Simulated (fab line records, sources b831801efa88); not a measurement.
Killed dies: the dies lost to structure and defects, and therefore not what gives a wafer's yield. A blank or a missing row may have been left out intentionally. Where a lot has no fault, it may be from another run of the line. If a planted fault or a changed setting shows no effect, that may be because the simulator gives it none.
Check of tool commonality ; flow sky130 ; Lots sampled 13, wafers sampled 39

WHAT PROMPTED THE OPENING
Flagged at SKY_LDD_P_CD_MEAS_07: reading cdNm, on 2 of 13 lots. No-fault wafers: 381.1 nm, standard deviation 2.9.
Rule: a lot is flagged in two cases, either no wafer of it has a number, or all its wafers with numbers fall more than 4 standard deviations from that mean. The other lots count as sound.

lot;measured;on;cdNm (nm), wafer by wafer;flag
L392;day 19 14:30;cdSem-01;387.5 385.7 386.0;
L393;day 20 03:37;cdSem-02;379.5 380.9 380.1;
L395;day 20 15:58;cdSem-02;380.5 381.1 381.1;
L396;day 21 00:05;cdSem-01;381.3 383.5 383.5;
L397;day 21 07:08;cdSem-02;380.4 383.0 384.1;
L401;day 23 08:31;cdSem-01;253.5 254.3 252.5;FLAGGED
L403;day 23 13:48;cdSem-02;252.8 253.6 254.3;FLAGGED
L402;day 23 14:13;cdSem-01;380.4 381.8 381.6;
L409;day 25 11:46;cdSem-02;382.8 380.4 384.4;
L410;day 25 14:29;cdSem-01;375.9 375.5 375.3;
L411;day 25 21:17;cdSem-02;385.5 385.6 385.4;
L412;day 26 09:29;cdSem-02;377.7 377.2 377.1;
L413;day 26 10:59;cdSem-02;377.4 379.9 379.1;
The mean of the flagged lots' numbers is 253.5 nm, -127.6 nm from the usual (-44 standard deviations).

WHICH TOOL EACH LOT WENT THROUGH
2 process steps preceding the reading are held in the record, out of 708 steps in the route. Read each cell as the tool, then ch plus the chambers that the sampled wafers visited, then the start.
lot;flag;SKY_POLY_GATE_ETCH_15;SKY_LDD_P_DEVELOP_06
L392;;rieDiel-03 ch 2,3, day 16 19:47;lithoTrack-01 ch 0, day 19 14:21
L393;;rieDiel-04 ch 0,1,2, day 17 09:09;lithoTrack-03 ch 0, day 20 03:28
L395;;rieDiel-04 ch 2,3, day 17 17:38;lithoTrack-03 ch 0, day 20 15:49
L396;;rieDiel-02 ch 2,3, day 18 02:30;lithoTrack-01 ch 0, day 20 23:57
L397;;rieDiel-02 ch 0,2,3, day 18 11:47;lithoTrack-01 ch 0, day 21 06:59
L401;FLAGGED;rieDiel-03 ch 0,1, day 20 15:47;lithoTrack-01 ch 0, day 23 08:23
L403;FLAGGED;rieDiel-02 ch 1,2,3, day 20 21:47;lithoTrack-01 ch 0, day 23 13:39
L402;;rieDiel-04 ch 0,1,3, day 20 22:46;lithoTrack-03 ch 0, day 23 14:04
L409;;rieDiel-03 ch 0,1,2, day 22 21:35;lithoTrack-04 ch 0, day 25 11:37
L410;;rieDiel-03 ch 0,2,3, day 23 01:01;lithoTrack-03 ch 0, day 25 14:20
L411;;rieDiel-03 ch 0,1,2, day 23 07:38;lithoTrack-03 ch 0, day 25 21:08
L412;;rieDiel-04 ch 1,2, day 23 19:32;lithoTrack-01 ch 0, day 26 09:20
L413;;rieDiel-04 ch 1,2, day 23 20:58;lithoTrack-04 ch 0, day 26 10:51
These steps, and what they do:
- SKY_POLY_GATE_ETCH_15: etches BARC in N2/H2, stops on SiO2, time 118.5 s, target depth 110 nm.
- SKY_LDD_P_DEVELOP_06: develop time 60 s.
- SKY_LDD_P_CD_MEAS_07: target cd 380 nm.

FLAGGED OVER TOTAL, TOOL BY TOOL (the gauges that took the reading come last)
step;tool;lots run;flagged;share of the flagged lots;sound lots run after its first flagged lot
SKY_POLY_GATE_ETCH_15;rieDiel-02;3;1;some;0
SKY_POLY_GATE_ETCH_15;rieDiel-03;5;1;some;3 (L409,L410,L411)
SKY_POLY_GATE_ETCH_15;rieDiel-04;5;0;none;-
SKY_LDD_P_DEVELOP_06;lithoTrack-01;6;2;all;1 (L412)
SKY_LDD_P_DEVELOP_06;lithoTrack-03;5;0;none;-
SKY_LDD_P_DEVELOP_06;lithoTrack-04;2;0;none;-
SKY_LDD_P_CD_MEAS_07;cdSem-01;5;1;some;2 (L402,L410)
SKY_LDD_P_CD_MEAS_07;cdSem-02;8;1;some;4 (L409,L411,L412,L413)

WHAT THE TABLE ALLOWS
All flagged lots share 1 row of the table, namely lithoTrack-01 at SKY_LDD_P_DEVELOP_06.
- lithoTrack-01 at SKY_LDD_P_DEVELOP_06 ran 6 lots, 2 of them flagged. After the first flagged lot (L412), sound lots still ran on it; a lasting fault on the whole tool would not permit that.
Not one row of the table ran every flagged lot while running no sound lot after the first.

WHAT THE SIMULATOR HAD PUT IN
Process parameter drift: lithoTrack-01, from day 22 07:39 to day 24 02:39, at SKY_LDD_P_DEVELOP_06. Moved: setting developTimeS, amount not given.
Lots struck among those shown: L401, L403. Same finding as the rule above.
